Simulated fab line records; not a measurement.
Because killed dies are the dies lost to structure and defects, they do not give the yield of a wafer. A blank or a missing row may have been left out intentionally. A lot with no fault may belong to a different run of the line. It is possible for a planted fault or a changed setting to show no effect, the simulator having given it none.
A single fault, viewed from 2 desks :: flow sky130 :: only its own numbers are on each desk; what lay behind them is given at the end

METROLOGY DESK
Means of the sampled wafers that have a number, per lot and without regard to the tool the lot ran on: this is what the gauges read. The brackets show how far a lot's mean lies from the usual mean; more than 4 standard deviations puts the lot out of limits, marked OUT.
Columns: A = VT_ADJUST_HVTP_TW at SKY_VT_ADJUST_HVTP_TW_MEAS_11, usual 1350; B = VT_ADJUST_LVTN_OVL at SKY_VT_ADJUST_LVTN_OVL_MEAS_07, usual -1.5 nm
lot: L787
first seen here: day 6 10:06
A: 1361
B: -1.0

lot: L788
first seen here: day 6 14:47
A: 1338
B: -3.3

lot: L790
first seen here: day 7 07:01
A: 1362
B: -0.8

lot: L792
first seen here: day 7 15:56
A: 1360
B: -2.7

lot: L794
first seen here: day 8 05:05
A: 1361
B: -0.8

lot: L795
first seen here: day 8 09:31
A: 1358
B: -2.3

lot: L800
first seen here: day 9 19:16
A: 1217 (-11) OUT
B: -0.1

lot: L801
first seen here: day 10 04:02
A: 1238 (-9.3) OUT
B: -3.3

lot: L803
first seen here: day 10 17:38
A: 1239 (-9.3) OUT
B: -0.9

lot: L805
first seen here: day 11 06:10
A: 1333
B: -2.8

lot: L806
first seen here: day 11 11:14
A: 1348
B: -2.9

lot: L809
first seen here: day 12 09:23
A: 1346
B: -1.5
This desk finds L800, L801, L803 out of limits, with the earliest case on L800 at day 9 19:16 (VT_ADJUST_HVTP_TW at SKY_VT_ADJUST_HVTP_TW_MEAS_11). L787, L788, L790, L792, L794, L795, L805, L806, L809: within limits.

TOOL OWNER'S DESK, implanter-02
SKY_VT_ADJUST_HVTP_IMPLANT_09, tool's own readings: per-lot mean of the sampled wafers with a number, covering each lot this tool ran. The brackets show how far a lot's mean lies from the usual mean; more than 4 standard deviations puts the lot out of limits, marked OUT.
Columns: A = dose_ions_cm2 at SKY_VT_ADJUST_HVTP_IMPLANT_09, usual 4.3e+12; B = faraday_current_uA at SKY_VT_ADJUST_HVTP_IMPLANT_09, usual 24.2
lot: L794
first seen here: day 8 04:49
A: 4.3e+12
B: 24.2

lot: L795
first seen here: day 8 09:16
A: 4.3e+12
B: 23.8

lot: L800
first seen here: day 9 19:01
A: 3.3e+12 (-99 or more) OUT
B: 18.7 (-11) OUT

lot: L801
first seen here: day 10 03:47
A: 3.3e+12 (-99 or more) OUT
B: 18.4 (-11) OUT

lot: L803
first seen here: day 10 17:25
A: 3.3e+12 (-99 or more) OUT
B: 18.5 (-11) OUT
This desk's verdict: out of limits on L800, L801, L803, starting with L800 at day 9 19:01 (dose_ions_cm2 at SKY_VT_ADJUST_HVTP_IMPLANT_09). L794, L795: within limits.

ALL TOGETHER
The tool owner's desk could have raised an alarm at day 9 19:01, on L800, L801, L803.
Metrology desk: alarm possible at day 9 19:16 on L800, L801, L803.
All the named lots went through SKY_VT_ADJUST_HVTP_IMPLANT_09 on implanter-02.

WHAT THE SIMULATOR PUT IN
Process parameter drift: implanter-02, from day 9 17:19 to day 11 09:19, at SKY_VT_ADJUST_HVTP_IMPLANT_09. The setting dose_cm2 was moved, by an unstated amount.
Lots struck among those shown: L800, L801, L803.
Time in hours from fault onset to the first out-of-limits reading at each desk: tool owner's desk 2, metrology desk 2.
